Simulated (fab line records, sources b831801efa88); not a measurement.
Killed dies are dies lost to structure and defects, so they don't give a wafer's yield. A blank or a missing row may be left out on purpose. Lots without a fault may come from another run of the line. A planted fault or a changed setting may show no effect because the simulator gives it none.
Problem report in the 8D (eight disciplines) form, filled by code | flow gf180mcu | the parts of the form that need people (team, actions taken, sign-off) are left out

1. THE PROBLEM
chamber_pressure_Torr at GF_V3_CVD_23 reads a mean of 37.73 Torr on 6 wafers of 2 lots; wafers without a fault read 40.00 Torr with a standard deviation of 0.085. That is -27 standard deviations from the usual mean.
The step: deposits W, target thk 350 nm, time 104.9 s.
First seen on wafer L443.2, day 27 05:57, on cvd_w-01. The record holds 39 wafers of 13 lots with a number at this step. Rule for "out", or "out of limits": more than 4 standard deviations from the usual mean. The other wafers with a number count as sound.

2. WHAT IT IS AND WHAT IT IS NOT
question                    | is                     | is not
which readings at this step | chamber_pressure_Torr  | heater_power_w
which lots                  | L443, L444             | L429, L432, L433, L434, L435, L436, L437, L438, L439, L441, L442
which wafers of those lots  | all that have a number | -
read on which tools         | cvd_w-01               | cvd_w-02
when                        | from day 27 05:57      | up to then (33 sound wafers)

3. SUSPECTS, AND WHAT RULES EACH OUT
Counting: a tool at a process step up to the reading stays a suspect if it ran every lot that is out and no sound lot after the first of them.
- cvd_w-01 at GF_V3_CVD_23 (deposits W, target thk 350 nm, time 104.9 s): kept. It ran every lot that is out, first L443 (day 27 05:57), and no sound lot after that; its last sound lot up to then is L442 (day 26 23:01). Its own readings are out on those wafers: chamber_pressure_Torr.
Left after counting: cvd_w-01 at GF_V3_CVD_23.

4. THE CAUSE (what the simulator had put in)
Process parameter drift: cvd_w-01, from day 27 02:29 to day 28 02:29, at GF_V3_CVD_23. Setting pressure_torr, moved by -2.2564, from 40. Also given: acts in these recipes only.
Counting left only this tool.

5. THE CHAIN OF EFFECTS, in route order
Each row: a reading whose mean over the struck wafers that have a number lies more than 3 standard deviations from the usual. Only readings for which the record gives a usual standard deviation are gone through. hours: the time from each lot's start at the first step in this table that gives one to its start at this step, as a median over the lots. sigmas: the change in usual standard deviations.
hours | step             | reading               | usual        | on struck wafers | change | sigmas
0     | GF_V3_CVD_23     | chamber_pressure_Torr | 40.00 Torr   | 37.73            | -2.27  | -27
0     | GF_V3_RS_MEAS_24 | V3_W_RS               | 0.324 ohm/sq | 0.336            | +0.012 | +3.1
The process steps in it:
- GF_V3_CVD_23: deposits W, target thk 350 nm, time 104.9 s.

6. WHAT WOULD HAVE CAUGHT IT SOONER
In this record the first reading out of limits was taken at day 27 05:57, 3 hours after the fault began at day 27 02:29.
